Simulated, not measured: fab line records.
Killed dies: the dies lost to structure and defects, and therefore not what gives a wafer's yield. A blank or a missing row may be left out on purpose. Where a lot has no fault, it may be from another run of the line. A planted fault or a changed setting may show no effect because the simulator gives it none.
fab line records ; flow sfqLine
record: lots: 14; wafers: 42; lastDay: 92
route steps=325 shown I3@135 JJ@188 C5@248
lots with no fault: from the same line, run without faults
startH: start of the lot's first displayed wafer, in hours after the record's first day ; waitH: hours elapsed since this lot's preceding step ; " identical to the entry in the row above ; L1.1+2: a row that stands for several wafers ; - no value present, or no start provided ; * or withheld: withheld ; < > ~ a bound
route shown NAME@n: names a module that has steps shown in the file, with the first one's number in the route ; usual: mean and standard deviation over wafers with no fault ; same: alike in all rows ; chamber/n: place in a boat ; sites: readings site by site ; _std_site: standard deviation across them ; _edge_site: inner sites' mean taken away from outer sites' mean ; radiusMm: how far each site lies from the wafer's centre ; mask NAME#n: copy n ; behind: the tool/chamber that last shaped the wafer ; hold: why the lot was held/for how many hours/how that ended ; device: the n, p or np transistor that did not switch ; end of line: the tests these same wafers got at the end of their route ; for a step that has no rows: nothing shown but its recipe ; killed: not the wafer's yield, but the dies lost to structure and defects at the first sort ; map: the dies of a wafer, with x for killed, . for not killed, _ for no die there
set.NAME: the setting the step ran with; set.NAME@STEP: the setting that earlier step ran with ; model.NAME: the simulator's own value behind a step, which no gauge read
the route's steps for a sample of lots (tables are steps, rows are wafers)
services: when a tool's chamber went out of use (startH, in hours from the record's first day, below 0 if earlier), for how many hours, and the reason
== steps ==
step: SFQ_I3_BOW_MEAS_922
recipe: mode: bow
usual: I3_BOW: 4/9.2
lot.wafer;tool;chamber;startH;waitH;I3_BOW[um]
L140.2;filmMetro-04;-;1044.43;1.5;6
L140.3;filmMetro-04;-;1044.43;1.5;8
L140.5;filmMetro-04;-;1044.43;1.5;8
L141.3;filmMetro-01;-;1047.44;1.0;-9
L141.4;filmMetro-01;-;1047.44;1.0;2
L141.6;filmMetro-01;-;1047.44;1.0;-4
L142.1;filmMetro-04;-;1050.63;2.7;10
L142.2;filmMetro-04;-;1050.63;2.7;2
L142.5;filmMetro-04;-;1050.63;2.7;9
L143.1;filmMetro-01;-;1075.85;2.0;12
L143.2;filmMetro-01;-;1075.85;2.0;2
L143.6;filmMetro-01;-;1075.85;2.0;0
L144.1;filmMetro-01;-;1081.48;2.0;10
L144.3;filmMetro-01;-;1081.48;2.0;1
L144.5;filmMetro-01;-;1081.48;2.0;5
L145.1;filmMetro-04;-;1204.49;2.0;17
L145.2;filmMetro-04;-;1204.49;2.0;18
L145.3;filmMetro-04;-;1204.49;2.0;13
L148.3;filmMetro-01;-;1226.84;1.0;1
L148.4;filmMetro-01;-;1226.84;1.0;0
L148.5;filmMetro-01;-;1226.84;1.0;0
L149.2;filmMetro-02;-;1228.51;2.5;15
L149.3;filmMetro-02;-;1228.51;2.5;16
L149.6;filmMetro-02;-;1228.51;2.5;9
L150.1;filmMetro-04;-;1229.80;1.5;-4
L150.3;filmMetro-04;-;1229.80;1.5;-4
L150.4;filmMetro-04;-;1229.80;1.5;3
L151.3;filmMetro-02;-;1234.53;2.0;-4
L151.4;filmMetro-02;-;1234.53;2.0;-1
L151.6;filmMetro-02;-;1234.53;2.0;-2
L156.1;filmMetro-04;-;1250.93;1.0;28
L156.3;filmMetro-04;-;1250.93;1.0;24
L156.5;filmMetro-04;-;1250.93;1.0;22
L157.1;filmMetro-02;-;1252.49;2.0;3
L157.4;filmMetro-02;-;1252.49;2.0;6
L157.5;filmMetro-02;-;1252.49;2.0;15
L159.2;filmMetro-04;-;1256.95;2.5;6
L159.3;filmMetro-04;-;1256.95;2.5;2
L159.4;filmMetro-04;-;1256.95;2.5;2
L161.2;filmMetro-04;-;1259.95;2.0;10
L161.5;filmMetro-04;-;1259.95;2.0;1
L161.6;filmMetro-04;-;1259.95;2.0;-3
step: SFQ_TRILAYER_JJ_CE_LITHO_EXPOSE_115
recipe: maskId: J5; na: 0.6; sourceShape: conventional; sigmaOuter: 0.65; targetCdNm: 700; doseMj: 14.4
usual: focusOffsetNm: 0.1/0.63
lot.wafer;tool;chamber;startH;waitH;mask;focusOffsetNm
L140.2;krfScanner-02;0;1431.40;-;J5#0;0.7
L140.3;krfScanner-02;0;1431.40;-;J5#0;-0.5
L140.5;krfScanner-02;0;1431.40;-;J5#0;0.4
L141.3;krfScanner-02;0;1432.80;-;J5#0;-1.0
L141.4;krfScanner-02;0;1432.80;-;J5#0;-0.1
L141.6;krfScanner-02;0;1432.80;-;J5#0;-0.5
L142.1;krfScanner-02;0;1436.00;-;J5#0;0.4
L142.2;krfScanner-02;0;1436.00;-;J5#0;0.2
L142.5;krfScanner-02;0;1436.00;-;J5#0;0.2
L143.1;krfScanner-02;0;1450.30;-;J5#0;-0.2
L143.2;krfScanner-02;0;1450.30;-;J5#0;0.4
L143.6;krfScanner-02;0;1450.30;-;J5#0;-0.1
L144.1;krfScanner-02;0;1451.50;-;J5#0;0.8
L144.3;krfScanner-02;0;1451.50;-;J5#0;0.2
L144.5;krfScanner-02;0;1451.50;-;J5#0;0.4
L145.1;krfScanner-01;0;1459.17;-;J5#0;0.1
L145.2;krfScanner-01;0;1459.17;-;J5#0;-0.4
L145.3;krfScanner-01;0;1459.17;-;J5#0;-0.3
L148.3;krfScanner-01;0;1486.40;-;J5#0;-0.2
L148.4;krfScanner-01;0;1486.40;-;J5#0;-0.3
L148.5;krfScanner-01;0;1486.40;-;J5#0;-0.4
L149.2;krfScanner-01;0;1488.60;-;J5#0;0.1
L149.3;krfScanner-01;0;1488.60;-;J5#0;-0.8
L149.6;krfScanner-01;0;1488.60;-;J5#0;-0.5
L150.1;krfScanner-01;0;1494.40;-;J5#0;0.7
L150.3;krfScanner-01;0;1494.40;-;J5#0;0.9
L150.4;krfScanner-01;0;1494.40;-;J5#0;0.7
L151.3;krfScanner-01;0;1499.60;-;J5#0;0.6
L151.4;krfScanner-01;0;1499.60;-;J5#0;0.5
L151.6;krfScanner-01;0;1499.60;-;J5#0;0.2
L156.1;krfScanner-01;0;1516.53;-;J5#0;0.3
L156.3;krfScanner-01;0;1516.53;-;J5#0;-0.1
L156.5;krfScanner-01;0;1516.53;-;J5#0;0.5
L157.1;krfScanner-01;0;1521.33;-;J5#0;0.8
L157.4;krfScanner-01;0;1521.33;-;J5#0;0.5
L157.5;krfScanner-01;0;1521.33;-;J5#0;0.5
L159.2;krfScanner-01;0;1620.38;-;J5#0;0.4
L159.3;krfScanner-01;0;1620.38;-;J5#0;1.0
L159.4;krfScanner-01;0;1620.38;-;J5#0;1.1
L161.2;krfScanner-02;0;1637.85;-;J5#0;-0.1
L161.5;krfScanner-02;0;1637.85;-;J5#0;1.3
L161.6;krfScanner-02;0;1637.85;-;J5#0;1.1
step: SFQ_TRILAYER_JJ_CE_METRO_MEASURE_117
usual: cdNm: 700.2/1.1
lot.wafer;tool;chamber;startH;waitH;cdNm
L140.2;cdSem-01;-;1432.94;0.2;701.6
L140.3;cdSem-01;-;1432.94;0.2;701.2
L140.5;cdSem-01;-;1432.94;0.2;701.3
L141.3;cdSem-02;-;1434.34;0.4;699.7
L141.4;cdSem-02;-;1434.34;0.4;699.4
L141.6;cdSem-02;-;1434.34;0.4;700.4
L142.1;cdSem-01;-;1437.54;0.0;699.0
L142.2;cdSem-01;-;1437.54;0.0;698.2
L142.5;cdSem-01;-;1437.54;0.0;699.2
L143.1;cdSem-02;-;1451.84;0.0;700.1
L143.2;cdSem-02;-;1451.84;0.0;700.2
L143.6;cdSem-02;-;1451.84;0.0;698.8
L144.1;cdSem-01;-;1453.04;0.0;700.6
L144.3;cdSem-01;-;1453.04;0.0;700.9
L144.5;cdSem-01;-;1453.04;0.0;701.2
L145.1;cdSem-02;-;1460.70;0.0;699.8
L145.2;cdSem-02;-;1460.70;0.0;699.6
L145.3;cdSem-02;-;1460.70;0.0;700.5
L148.3;cdSem-02;-;1487.93;0.4;700.1
L148.4;cdSem-02;-;1487.93;0.4;700.4
L148.5;cdSem-02;-;1487.93;0.4;700.2
L149.2;cdSem-02;-;1490.13;0.2;700.5
L149.3;cdSem-02;-;1490.13;0.2;700.1
L149.6;cdSem-02;-;1490.13;0.2;699.8
L150.1;cdSem-01;-;1495.93;0.0;700.1
L150.3;cdSem-01;-;1495.93;0.0;701.0
L150.4;cdSem-01;-;1495.93;0.0;699.7
L151.3;cdSem-01;-;1501.13;0.4;699.9
L151.4;cdSem-01;-;1501.13;0.4;698.4
L151.6;cdSem-01;-;1501.13;0.4;700.3
L156.1;cdSem-01;-;1518.07;0.0;675.4
L156.3;cdSem-01;-;1518.07;0.0;670.1
L156.5;cdSem-01;-;1518.07;0.0;683.1
L157.1;cdSem-02;-;1522.87;0.0;677.5
L157.4;cdSem-02;-;1522.87;0.0;683.8
L157.5;cdSem-02;-;1522.87;0.0;679.2
L159.2;cdSem-02;-;1621.92;0.2;699.1
L159.3;cdSem-02;-;1621.92;0.2;699.9
L159.4;cdSem-02;-;1621.92;0.2;699.4
L161.2;cdSem-02;-;1639.39;0.2;700.5
L161.5;cdSem-02;-;1639.39;0.2;700.5
L161.6;cdSem-02;-;1639.39;0.2;699.5
step: SFQ_TRILAYER_C5_ETCH_VIA_ETCH_154
recipe: target: SiO2; maskMaterial: PR; chemistry: CHF3; targetDepthNm: 84; sourceW: 500; biasW: 80; pressureMtorr: 30; timeS: withheld; stopOn: Nb
usual: drypumpMotorCurrentA: 5.6/0.61; oesProductAu: 0.894/0.0088
lot.wafer;tool;chamber;startH;waitH;drypumpMotorCurrentA;oesProductAu
L140.2;rieDiel-01;3;1593.18;0.0;5.3;0.898
L140.3;rieDiel-01;1;1593.18;0.0;5.5;0.887
L140.5;rieDiel-01;3;1593.18;0.0;5.3;0.906
L141.3;rieDiel-02;1;1594.38;0.0;5.0;0.885
L141.4;rieDiel-02;0;1594.38;0.0;5.5;0.889
L141.6;rieDiel-02;1;1594.38;0.0;5.0;0.895
L142.1;rieDiel-01;2;1595.58;0.0;6.8;0.885
L142.2;rieDiel-01;3;1595.58;0.0;5.3;0.881
L142.5;rieDiel-01;3;1595.58;0.0;5.3;0.885
L143.1;rieDiel-01;2;1708.53;0.0;6.9;0.895
L143.2;rieDiel-01;0;1708.53;0.0;5.7;0.896
L143.6;rieDiel-01;3;1708.53;0.0;5.3;0.899
L144.1;rieDiel-02;2;1709.73;0.0;5.0;0.890
L144.3;rieDiel-02;0;1709.73;0.0;5.5;0.893
L144.5;rieDiel-02;2;1709.73;0.0;5.0;0.909
L145.1;rieDiel-03;1;1710.93;0.0;5.0;0.895
L145.2;rieDiel-03;0;1710.93;0.0;6.5;0.890
L145.3;rieDiel-03;2;1710.93;0.0;5.8;0.896
L148.3;rieDiel-03;3;1714.53;0.0;4.7;0.891
L148.4;rieDiel-03;0;1714.53;0.0;6.5;0.900
L148.5;rieDiel-03;0;1714.53;0.0;6.5;0.903
L149.2;rieDiel-01;3;1724.73;0.0;5.3;0.897
L149.3;rieDiel-01;1;1724.73;0.0;5.5;0.894
L149.6;rieDiel-01;0;1724.73;0.0;5.6;0.906
L150.1;rieDiel-03;3;1727.13;0.0;4.7;0.877
L150.3;rieDiel-03;2;1727.13;0.0;5.8;0.888
L150.4;rieDiel-03;0;1727.13;0.0;6.5;0.901
L151.3;rieDiel-02;3;1871.44;0.0;5.9;0.901
L151.4;rieDiel-02;2;1871.44;0.0;5.0;0.912
L151.6;rieDiel-02;3;1871.44;0.0;5.8;0.906
L156.1;rieDiel-02;0;1927.97;0.0;5.5;0.892
L156.3;rieDiel-02;2;1927.97;0.0;5.0;0.880
L156.5;rieDiel-02;0;1927.97;0.0;5.5;0.901
L157.1;rieDiel-01;3;1953.17;0.0;5.3;0.873
L157.4;rieDiel-01;1;1953.17;0.0;5.5;0.899
L157.5;rieDiel-01;1;1953.17;0.0;5.5;0.888
L159.2;rieDiel-02;1;1964.94;0.0;5.0;0.905
L159.3;rieDiel-02;3;1964.94;0.0;5.8;0.893
L159.4;rieDiel-02;0;1964.94;0.0;5.5;0.914
L161.2;rieDiel-01;2;1967.34;0.0;6.9;0.889
L161.5;rieDiel-01;2;1967.34;0.0;6.8;0.895
L161.6;rieDiel-01;1;1967.34;0.0;5.5;0.898
step: SFQ_TRILAYER_C5_STRIP_STRIP_155
recipe: gas: O2; powerW: 200; platenTempC: 40; overashFraction: 0.65; chemistry: O2; pressureMtorr: 50
usual: drypumpMotorCurrentA: 6.1/0.46; oesProductAu: 1.000/0.0093
lot.wafer;tool;chamber;startH;waitH;drypumpMotorCurrentA;oesProductAu;rfHoursCounterH
L140.2;rieMetal-02;0;1593.23;-;6.2;1.012;110
L140.3;rieMetal-02;1;1593.23;-;5.9;1.006;-
L140.5;rieMetal-02;1;1593.23;-;5.9;1.003;-
L141.3;rieMetal-03;0;1594.63;-;6.6;0.994;-
L141.4;rieMetal-03;1;1594.63;-;5.7;0.999;-
L141.6;rieMetal-03;0;1594.63;-;6.6;0.991;-
L142.1;rieMetal-02;0;1595.63;-;6.3;1.009;110
L142.2;rieMetal-02;1;1595.63;-;5.9;1.002;59
L142.5;rieMetal-02;0;1595.63;-;6.3;1.025;-
L143.1;rieMetal-02;1;1708.57;-;5.9;0.990;73
L143.2;rieMetal-02;0;1708.57;-;6.2;1.014;124
L143.6;rieMetal-02;0;1708.57;-;6.2;1.023;-
L144.1;rieMetal-03;1;1709.77;-;5.7;1.002;92
L144.3;rieMetal-03;0;1709.77;-;6.6;0.982;-
L144.5;rieMetal-03;0;1709.77;-;6.6;0.979;-
L145.1;rieMetal-04;0;1710.97;-;6.4;0.989;102
L145.2;rieMetal-04;1;1710.97;-;5.2;0.997;96
L145.3;rieMetal-04;0;1710.97;-;6.4;1.002;-
L148.3;rieMetal-02;0;1714.77;-;6.2;1.026;-
L148.4;rieMetal-02;1;1714.77;-;5.9;1.003;-
L148.5;rieMetal-02;0;1714.77;-;6.3;1.005;-
L149.2;rieMetal-03;1;1724.77;-;5.7;0.998;94
L149.3;rieMetal-03;0;1724.77;-;6.6;1.000;-
L149.6;rieMetal-03;1;1724.77;-;5.7;0.997;-
L150.1;rieMetal-03;0;1727.17;-;6.6;0.983;107
L150.3;rieMetal-03;1;1727.17;-;5.8;0.995;-
L150.4;rieMetal-03;0;1727.17;-;6.6;0.999;-
L151.3;rieMetal-03;0;1871.89;-;6.6;0.995;-
L151.4;rieMetal-03;0;1871.89;-;6.6;0.995;-
L151.6;rieMetal-03;0;1871.89;-;6.6;0.996;-
L156.1;rieMetal-03;0;1928.02;-;6.6;0.996;131
L156.3;rieMetal-03;0;1928.02;-;6.6;0.995;-
L156.5;rieMetal-03;0;1928.02;-;6.6;0.987;-
L157.1;rieMetal-04;0;1953.22;-;6.4;1.006;5
L157.4;rieMetal-04;0;1953.22;-;6.4;1.000;-
L157.5;rieMetal-04;0;1953.22;-;6.4;0.998;-
L159.2;rieMetal-04;1;1964.99;-;5.2;0.985;1
L159.3;rieMetal-04;1;1964.99;-;5.2;0.988;-
L159.4;rieMetal-04;0;1964.99;-;6.4;1.000;-
L161.2;rieMetal-04;0;1967.39;-;6.4;1.000;7
L161.5;rieMetal-04;0;1967.39;-;6.4;0.995;-
L161.6;rieMetal-04;1;1967.39;-;5.2;0.984;-
== services ==
tool;chamber;startH;hours;kind
cdSem-02;-;1418.15;0.1;pm
krfScanner-01;-;1419.36;1.0;pm
krfScanner-01;-;1429.01;1.3;pm
cdSem-02;-;1440.01;2.7;pm
krfScanner-01;-;1477.18;4.0;pm
cdSem-02;-;1515.00;0.4;pm
krfScanner-01;-;1526.75;1.6;repair
cdSem-02;-;1556.17;0.9;pm
cdSem-02;-;1580.73;3.1;pm
krfScanner-01;-;1588.20;1.0;pm
cdSem-02;-;1590.62;5.1;pm
cdSem-02;-;1602.15;1.5;pm
krfScanner-01;-;1604.93;1.3;pm
krfScanner-01;-;1626.11;19.9;repair
cdSem-02;-;1699.00;1.0;pm
krfScanner-01;-;1717.75;3.0;pm
krfScanner-01;-;1756.85;1.0;pm
cdSem-02;-;1764.73;0.3;pm
krfScanner-01;-;1780.63;1.3;pm
cdSem-02;-;1794.94;3.5;pm
krfScanner-01;-;1799.98;0.8;pm
cdSem-02;-;1826.17;1.6;pm
cdSem-02;-;1841.38;2.1;repair
krfScanner-01;-;1850.10;0.2;repair
== key ==
firstSign: step: SFQ_TRILAYER_JJ_CE_METRO_MEASURE_117; reading: cdNm; direction: down; sigmas: 20; usual: 700.2; struck: 678.2
effect none on later readings
metAt SFQ_TRILAYER_JJ_CE_LITHO_EXPOSE_115
struckLots L156,L157
notActingAt SFQ_I3_BOW_MEAS_922,SFQ_TRILAYER_C5_ETCH_VIA_ETCH_154,SFQ_TRILAYER_C5_STRIP_STRIP_155
onsetBetween 1499.60 1516.53
fault: kind: processParameterDrift; tool: krfScanner-01; chamber: -; onsetH: 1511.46; steps: SFQ_TRILAYER_JJ_CE_LITHO_EXPOSE_115; channel: focusNm; offset: 421.97; spreadByWafer: 0.3; shape: step; endH: 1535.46
